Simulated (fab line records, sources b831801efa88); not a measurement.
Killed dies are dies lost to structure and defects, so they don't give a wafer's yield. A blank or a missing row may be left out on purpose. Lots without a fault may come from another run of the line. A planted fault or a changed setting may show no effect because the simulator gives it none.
Which tool did it? | flow gf180mcu | 11 lots, 33 wafers sampled, at 5 steps of a route of 602

WHAT THE GAUGES READ, wafer by wafer
GF_SALICIDE_RS_MEAS_04: measures by four-point-probe.
lot  | measured     | on            | SALICIDE_TIN_RS (ohm/sq)
L659 | day 14 22:03 | film_metro-03 | 16.16 15.92 16.08
L660 | day 15 12:39 | film_metro-03 | 15.94 15.99 15.88
L661 | day 15 21:34 | film_metro-04 | 15.91 16.03 16.53
L663 | day 16 15:08 | film_metro-03 | 15.80 16.08 16.19
L664 | day 16 20:36 | film_metro-02 | 15.87 15.83 15.90
L668 | day 18 05:34 | film_metro-02 | 16.47 16.54 16.47
L673 | day 20 09:44 | film_metro-03 | 15.99 16.09 16.22
L674 | day 20 17:07 | film_metro-03 | 16.14 15.90 16.32
L678 | day 21 23:09 | film_metro-03 | 16.13 16.12 16.52
L679 | day 22 02:25 | film_metro-02 | 15.92 16.00 15.88
L682 | day 23 06:31 | film_metro-03 | 16.18 16.13 16.35

GF_SALICIDE_THK_MEAS_05: measures by xrf.
lot  | measured     | on            | SALICIDE_TIN_THK (nm)
L659 | day 14 22:08 | film_metro-03 | 19.9 20.1 20.1
L660 | day 15 12:44 | film_metro-03 | 20.4 20.4 20.5
L661 | day 15 21:40 | film_metro-04 | 19.9 20.2 19.8
L663 | day 16 15:15 | film_metro-03 | 20.3 20.0 20.0
L664 | day 16 20:43 | film_metro-02 | 20.0 20.4 20.5
L668 | day 18 05:41 | film_metro-02 | 19.9 20.2 20.3
L673 | day 20 09:50 | film_metro-03 | 20.7 20.3 20.6
L674 | day 20 17:14 | film_metro-03 | 20.2 20.2 20.4
L678 | day 21 23:15 | film_metro-03 | 20.0 20.1 19.5
L679 | day 22 02:32 | film_metro-02 | 20.2 20.1 19.9
L682 | day 23 06:38 | film_metro-03 | 19.7 19.5 19.3

GF_CONTACT_RS_MEAS_25: measures by four-point-probe.
lot  | measured     | on            | CONTACT_W_RS (ohm/sq)
L659 | day 15 21:05 | film_metro-03 | 0.379 0.384 0.375
L660 | day 16 12:07 | film_metro-03 | 0.389 0.378 0.386
L661 | day 16 20:58 | film_metro-03 | 0.388 0.388 0.393
L663 | day 17 16:04 | film_metro-03 | 0.375 0.382 0.379
L664 | day 17 21:27 | film_metro-02 | 0.381 0.378 0.378
L668 | day 19 07:46 | film_metro-03 | 0.382 0.384 0.383
L673 | day 21 11:47 | film_metro-02 | 0.201 0.203 0.203
L674 | day 21 18:25 | film_metro-01 | 0.203 0.204 0.202
L678 | day 22 23:53 | film_metro-02 | 0.394 0.392 0.382
L679 | day 23 04:24 | film_metro-02 | 0.379 0.382 0.374
L682 | day 24 07:37 | film_metro-03 | 0.382 0.375 0.386

GF_CONTACT_THK_MEAS_26: measures by xrf.
lot  | measured     | on            | CONTACT_W_THK (nm)
L659 | day 15 21:10 | film_metro-03 | 310 306 312
L660 | day 16 12:12 | film_metro-03 | 305 311 305
L661 | day 16 21:05 | film_metro-03 | 304 304 302
L663 | day 17 16:11 | film_metro-03 | 311 308 309
L664 | day 17 21:34 | film_metro-02 | 310 312 311
L668 | day 19 07:53 | film_metro-03 | 307 305 305
L673 | day 21 11:53 | film_metro-02 | - - -
L674 | day 21 18:32 | film_metro-01 | - - -
L678 | day 22 23:59 | film_metro-02 | 300 302 310
L679 | day 23 04:31 | film_metro-02 | 313 310 317
L682 | day 24 07:44 | film_metro-03 | 308 313 303

WHICH TOOL RAN EACH LOT (tool, then ch and the chambers of the sampled wafers, then the start)
lot  | GF_CONTACT_CVD_24
L659 | cvd_w-01 ch 0,1, day 15 20:57
L660 | cvd_w-01 ch 0,1, day 16 11:59
L661 | cvd_w-02 ch 0,1, day 16 20:51
L663 | cvd_w-02 ch 0,1, day 17 15:58
L664 | cvd_w-02 ch 0,1, day 17 21:19
L668 | cvd_w-02 ch 0,1, day 19 07:40
L673 | cvd_w-02 ch 0,1, day 21 11:40
L674 | cvd_w-02 ch 0,1, day 21 18:18
L678 | cvd_w-01 ch 0,1, day 22 23:47
L679 | cvd_w-01 ch 0,1, day 23 04:18
L682 | cvd_w-01 ch 0,1, day 24 07:31
- GF_CONTACT_CVD_24: deposits W, target thk 300 nm, time 90.339 s.

WHAT THE TOOLS THEMSELVES READ (means of the sampled wafers that have a number; where no wafer has one, the mark that the record gives instead)
GF_CONTACT_CVD_24.
lot  | tool     | chamber_pressure_Torr (Torr) | heater_power_outer_w (W) | heater_power_w (W)
L659 | cvd_w-01 | 40.05                        | 602                      | 942
L660 | cvd_w-01 | 40.02                        | 616                      | 947
L661 | cvd_w-02 | 39.98                        | 550                      | 874
L663 | cvd_w-02 | 40.10                        | 532                      | 881
L664 | cvd_w-02 | 40.04                        | 541                      | 878
L668 | cvd_w-02 | 40.01                        | 549                      | 889
L673 | cvd_w-02 | 40.03                        | 550                      | 883
L674 | cvd_w-02 | 40.03                        | 541                      | 876
L678 | cvd_w-01 | 39.93                        | 579                      | 898
L679 | cvd_w-01 | 40.05                        | 589                      | 934
L682 | cvd_w-01 | 39.94                        | 585                      | 945

THE ANSWER, worked out from the rows above alone
Rule: what is usual is taken from the lots themselves. Put in order of their means at a reading, lots are off if they are a third of the lots or fewer, leave a main group of 4 or more, and stand apart from it by a gap of 3 or more times the standard deviation of the main group's means; of several such gaps the widest counts. A main group whose means are all the same, to the digits that the tables above print for the reading, isn't used. A lot without any number at a reading at which 4 lots or more have one is off too. The other lots that the step has rows for count as sound. The gauges are gone through in route order, then the tools' own readings, and for those a lot's mean is taken as printed above. The first step at which some lot is off is used, and at that step the reading that is off furthest; a lot without a number counts as furthest.
Off: L673, L674, at GF_CONTACT_RS_MEAS_25 (CONTACT_W_RS). The main group: mean 0.383 ohm/sq, standard deviation 0.0042.
A tool fits if, at a process step before that reading, it ran every lot that is off, and no sound lot after the first of them. The gauges at GF_CONTACT_RS_MEAS_25 are tried like those tools. One fits: cvd_w-02 at GF_CONTACT_CVD_24. Its last sound lot is L668 (day 19 07:40), its first lot that is off L673 (day 21 11:40): a fault that began between those two fits.

WHAT THE SIMULATOR HAD PUT IN
Process parameter drift: cvd_w-02, from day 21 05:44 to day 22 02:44, at GF_CONTACT_CVD_24. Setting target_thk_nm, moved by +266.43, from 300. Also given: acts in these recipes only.
Lots struck among those shown: L673, L674. The rule above found the same.
